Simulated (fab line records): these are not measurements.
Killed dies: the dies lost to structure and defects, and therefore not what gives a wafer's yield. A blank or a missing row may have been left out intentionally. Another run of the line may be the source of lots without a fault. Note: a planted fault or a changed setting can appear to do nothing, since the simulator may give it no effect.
Which of the tools did it? -- flow gf180mcu -- 13 lots, 39 wafers sampled, at 5 steps of a route of 602

== WHAT THE GAUGES SHOWED, per wafer ==
GF_M3_OVL_MEAS_15.
lot,measured,on,M3_OVL (nm)
L155,day 21 08:48,overlay-01,7 7 9
L156,day 21 19:15,overlay-01,10 5 10
L157,day 22 04:17,overlay-02,3 5 2
L161,day 23 14:09,overlay-02,9 -3 6
L162,day 23 20:35,overlay-01,10 -1 6
L166,day 25 11:28,overlay-02,11 5 1
L167,day 25 17:34,overlay-02,11 -1 13
L168,day 26 07:59,overlay-02,10 4 7
L169,day 26 10:44,overlay-02,8 3 11
L170,day 26 14:53,overlay-01,3 -2 3
L172,day 27 02:57,overlay-02,2 -6 10
L177,day 28 16:11,overlay-02,5 10 0
L178,day 28 23:58,overlay-01,0 13 -1

GF_V3_THK_MEAS_25: measures by xrf.
lot,measured,on,V3_W_THK (nm)
L155,day 22 10:25,film_metro-01,351 351 352
L156,day 22 21:05,film_metro-01,357 353 354
L157,day 23 05:56,film_metro-01,344 342 344
L161,day 24 15:09,film_metro-01,343 338 336
L162,day 24 20:47,film_metro-04,349 349 347
L166,day 26 10:45,film_metro-03,351 351 348
L167,day 26 16:40,film_metro-04,343 343 341
L168,day 27 07:00,film_metro-01,343 344 340
L169,day 27 10:19,film_metro-01,341 339 340
L170,day 27 13:32,film_metro-04,340 343 345
L172,day 28 01:36,film_metro-03,343 342 350
L177,day 29 13:43,film_metro-01,336 335 343
L178,day 29 21:17,film_metro-04,340 348 339

GF_M4_CD_MEAS_14: target cd 280 nm.
lot,measured,on,cd_nm (nm)
L155,day 23 09:49,cd_sem-02,280.0 280.9 280.1
L156,day 23 21:25,cd_sem-02,279.3 278.7 278.8
L157,day 24 04:26,cd_sem-01,279.9 279.7 278.4
L161,day 25 13:27,cd_sem-02,278.6 279.5 278.7
L162,day 25 18:39,cd_sem-01,280.6 279.7 279.3
L166,day 27 08:05,cd_sem-01,263.3 263.9 263.1
L167,day 27 13:35,cd_sem-01,264.6 264.2 265.7
L168,day 28 03:48,cd_sem-02,276.9 278.9 279.1
L169,day 28 06:41,cd_sem-01,278.4 278.9 279.6
L170,day 28 09:56,cd_sem-02,280.5 281.4 280.4
L172,day 28 21:48,cd_sem-01,280.3 280.8 280.4
L177,day 30 08:54,cd_sem-01,280.2 279.4 280.1
L178,day 30 16:33,cd_sem-01,282.6 281.1 280.7

== WHAT TOOL EACH LOT RAN ON (gives the tool, then ch and the chambers of the sampled wafers, and finally the start) ==
lot,GF_M3_SPUTTER_04,GF_M4_SOFTBAKE_10
L155,"pvd_sputter-02, day 20 08:33","litho_track-02 ch 0, day 22 22:04"
L156,"pvd_sputter-04, day 20 19:53","litho_track-03 ch 0, day 23 10:13"
L157,"pvd_sputter-02, day 21 04:38","litho_track-03 ch 0, day 23 16:59"
L161,"pvd_sputter-02, day 22 15:21","litho_track-03 ch 0, day 25 02:41"
L162,"pvd_sputter-02, day 22 21:48","litho_track-04 ch 0, day 25 08:22"
L166,"pvd_sputter-04, day 24 13:25","litho_track-02 ch 0, day 26 21:36"
L167,"pvd_sputter-02, day 24 20:23","litho_track-02 ch 0, day 27 03:31"
L168,"pvd_sputter-02, day 25 10:53","litho_track-03 ch 0, day 27 17:26"
L169,"pvd_sputter-02, day 25 12:59","litho_track-03 ch 0, day 27 20:36"
L170,"pvd_sputter-02, day 25 18:03","litho_track-03 ch 0, day 27 23:59"
L172,"pvd_sputter-04, day 26 06:34","litho_track-04 ch 0, day 28 11:58"
L177,"pvd_sputter-04, day 27 20:40","litho_track-03 ch 0, day 29 23:56"
L178,"pvd_sputter-02, day 28 05:43","litho_track-04 ch 0, day 30 07:08"
- GF_M3_SPUTTER_04: material TiN, target thk 50 nm, time 41.7 s.
- GF_M4_SOFTBAKE_10: time 60 s.

== WHAT THE TOOLS THEMSELVES READ (means of the sampled wafers that have a number; where no wafer has one, the mark that the record gives instead) ==
GF_M3_SPUTTER_04.
lot,tool,throttle_valve_pct (%)
L155,pvd_sputter-02,31.7
L156,pvd_sputter-04,30.1
L157,pvd_sputter-02,31.6
L161,pvd_sputter-02,30.7
L162,pvd_sputter-02,31.1
L166,pvd_sputter-04,29.5
L167,pvd_sputter-02,31.3
L168,pvd_sputter-02,31.3
L169,pvd_sputter-02,31.6
L170,pvd_sputter-02,31.0
L172,pvd_sputter-04,30.9
L177,pvd_sputter-04,30.1
L178,pvd_sputter-02,31.2

GF_M4_SOFTBAKE_10.
lot,tool,chill_plate_temp_C (C),heater_power_total_W (W),plate_temp_C (C)
L155,litho_track-02,22.99,92.98,130.00
L156,litho_track-03,23.02,93.06,129.81
L157,litho_track-03,23.06,92.97,130.10
L161,litho_track-03,22.86,93.01,130.08
L162,litho_track-04,23.06,93.07,130.09
L166,litho_track-02,22.96,97.78,135.22
L167,litho_track-02,23.05,97.82,135.12
L168,litho_track-03,22.89,93.06,129.85
L169,litho_track-03,23.15,93.08,129.92
L170,litho_track-03,23.05,93.02,129.91
L172,litho_track-04,22.98,93.12,129.90
L177,litho_track-03,22.93,93.00,129.81
L178,litho_track-04,23.00,93.07,130.00

== THE ANSWER, worked out from the rows above alone ==
Rule: the lots themselves supply what counts as usual. The widest of any qualifying gaps counts: lots, ordered by their means at a reading, are off when they make up no more than a third of the lots, leave a main group of 4 or more, and stand apart from it by 3 or more times the standard deviation of that group's means. If all means in a main group match to the digits the tables above print for the reading, that group is not used. A lot without any number at a reading at which 4 lots or more have one is off too. Any other lot the step has rows for is counted as sound. The gauges are gone through in route order, then the tools' own readings, and for those a lot's mean is taken as printed above. At the first step where some lot is off, the reading lying furthest off is the one used; lots without a number count as furthest.
Off: L166, L167, at GF_M4_CD_MEAS_14 (cd_nm). The main group: mean 279.8 nm, standard deviation 0.91.
If a tool, at a process step before that reading, ran all the lots that are off and no sound lot after the first of them, it fits. The gauges at GF_M4_CD_MEAS_14 aren't tried: what is off there is off at GF_M4_SOFTBAKE_10 too, on other tools, and a gauge's error can't cause that. One fits: GF_M4_SOFTBAKE_10 on litho_track-02. Its last sound lot is L155 (day 22 22:04), its first lot that is off L166 (day 26 21:36): a fault that began between those two fits.
The tool's own readings at GF_M4_SOFTBAKE_10 bear it out: on the lots that are off they differ by more than 5 times the standard deviation of the sound lots' means. heater_power_total_W reads 97.80 W there against 93.04 W on the sound lots; plate_temp_C reads 135.17 C there against 129.95 C on the sound lots.

== WHAT WAS PUT IN BY THE SIMULATOR ==
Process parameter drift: litho_track-02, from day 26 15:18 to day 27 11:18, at GF_M4_SOFTBAKE_10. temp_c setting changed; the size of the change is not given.
Lots struck among those shown: L166, L167. This agrees with what the rule above found.
